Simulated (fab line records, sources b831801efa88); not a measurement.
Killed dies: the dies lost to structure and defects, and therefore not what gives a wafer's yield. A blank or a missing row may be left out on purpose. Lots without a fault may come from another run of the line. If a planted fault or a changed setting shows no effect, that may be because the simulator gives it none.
One fault seen from 2 desks || flow sky130 || every desk sees just its own numbers, and what lay behind them comes last

## AT THE TOOL OWNER'S DESK: lpcvd-02
The tool's own readings at SKY_FIELD_ISO_CVD_03 (deposits Si3N4 from DCS/NH3, target thk 165 nm, time 2830 s): means of the sampled wafers that have a number, for each lot that ran on this tool. The brackets show how far a lot's mean lies from the usual mean; more than 4 standard deviations puts the lot out of limits, marked OUT.
Columns: A = spike_tc_bottom_C at SKY_FIELD_ISO_CVD_03, usual 792.4 C; B = spike_tc_centre_C at SKY_FIELD_ISO_CVD_03, usual 770.3 C; C = spike_tc_lower_C at SKY_FIELD_ISO_CVD_03, usual 770.0 C; D = spike_tc_top_C at SKY_FIELD_ISO_CVD_03, usual 784.7 C; E = spike_tc_upper_C at SKY_FIELD_ISO_CVD_03, usual 770.7 C; F = susceptor_temp_C at SKY_FIELD_ISO_CVD_03, usual 770.0 C
{"lot": "L816", "first seen here": "day 1 15:29", "A": 794.7, "B": 769.0, "C": 769.9, "D": 784.8, "E": 771.2, "F": 770.4}
{"lot": "L825", "first seen here": "day 3 08:41", "A": 788.3, "B": 772.9, "C": 770.3, "D": 784.0, "E": 771.9, "F": 770.0}
{"lot": "L826", "first seen here": "day 3 13:41", "A": 783.7, "B": "758.5 (-7.4) OUT", "C": "758.4 (-9.7) OUT", "D": "774.4 (-9.4) OUT", "E": "758.5 (-10) OUT", "F": "759.1 (-33) OUT"}
{"lot": "L827", "first seen here": "day 3 19:13", "A": 782.9, "B": "758.5 (-7.4) OUT", "C": "758.7 (-9.4) OUT", "D": "772.7 (-11) OUT", "E": "759.0 (-9.8) OUT", "F": "758.7 (-34) OUT"}
This desk finds L826, L827 out of limits, L826 being first, at day 3 13:41 (spike_tc_centre_C at SKY_FIELD_ISO_CVD_03). In limits: L816, L825.

## FROM THE METROLOGY DESK
What the gauges read for every lot (on any tool): the sampled wafers with a number, averaged. The brackets show how far a lot's mean lies from the usual mean; more than 4 standard deviations puts the lot out of limits, marked OUT.
Columns: A = INCOMING_BOW at SKY_FIELD_ISO_BOW_MEAS_00, usual 0 um; B = FIELD_ISO_OXIDATION_00_THK at SKY_FIELD_ISO_THK_MEAS_02, usual 12.01 nm; C = FIELD_ISO_CVD_03_THK at SKY_FIELD_ISO_THK_MEAS_04, usual 165.4 nm; D = cd_nm at SKY_FIELD_ISO_CD_MEAS_13, usual 150.0 nm; E = FIELD_ISO_OXIDATION_01_THK at SKY_FIELD_ISO_THK_MEAS_23, usual 10.00 nm; F = FIELD_ISO_CVD_24_THK at SKY_FIELD_ISO_THK_MEAS_25, usual 594 nm
{"lot": "L816", "first seen here": "day 1 10:01", "A": 0, "B": 12.14, "C": 166.5, "D": 150.4, "E": 9.82, "F": 592}
{"lot": "L825", "first seen here": "day 3 07:01", "A": -1, "B": 12.25, "C": 165.8, "D": 149.5, "E": 9.90, "F": 593}
{"lot": "L826", "first seen here": "day 3 12:00", "A": 2, "B": 12.15, "C": "136.4 (-21) OUT", "D": 149.5, "E": 10.00, "F": 593}
{"lot": "L827", "first seen here": "day 3 17:00", "A": 3, "B": 12.10, "C": "132.5 (-23) OUT", "D": 149.1, "E": 10.25, "F": 601}
Per this desk, out of limits: L826, L827; the first was L826, day 3 15:29 (FIELD_ISO_CVD_03_THK at SKY_FIELD_ISO_THK_MEAS_04). In limits: L816, L825.

## BROUGHT TOGETHER
The tool owner's desk had the chance to raise an alarm at day 3 13:41 on L826, L827.
L826, L827 would have let the metrology desk raise an alarm at day 3 15:29.
SKY_FIELD_ISO_CVD_03 was run on lpcvd-02 by each of the lots named.

## WHAT HAD BEEN PUT IN BY THE SIMULATOR
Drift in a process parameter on lpcvd-02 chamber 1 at SKY_FIELD_ISO_CVD_03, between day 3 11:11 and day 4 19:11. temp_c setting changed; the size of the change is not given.
Struck lots among those shown: L826, L827.
Time in hours from fault onset to the first out-of-limits reading at each desk: tool owner's desk 2, metrology desk 4.
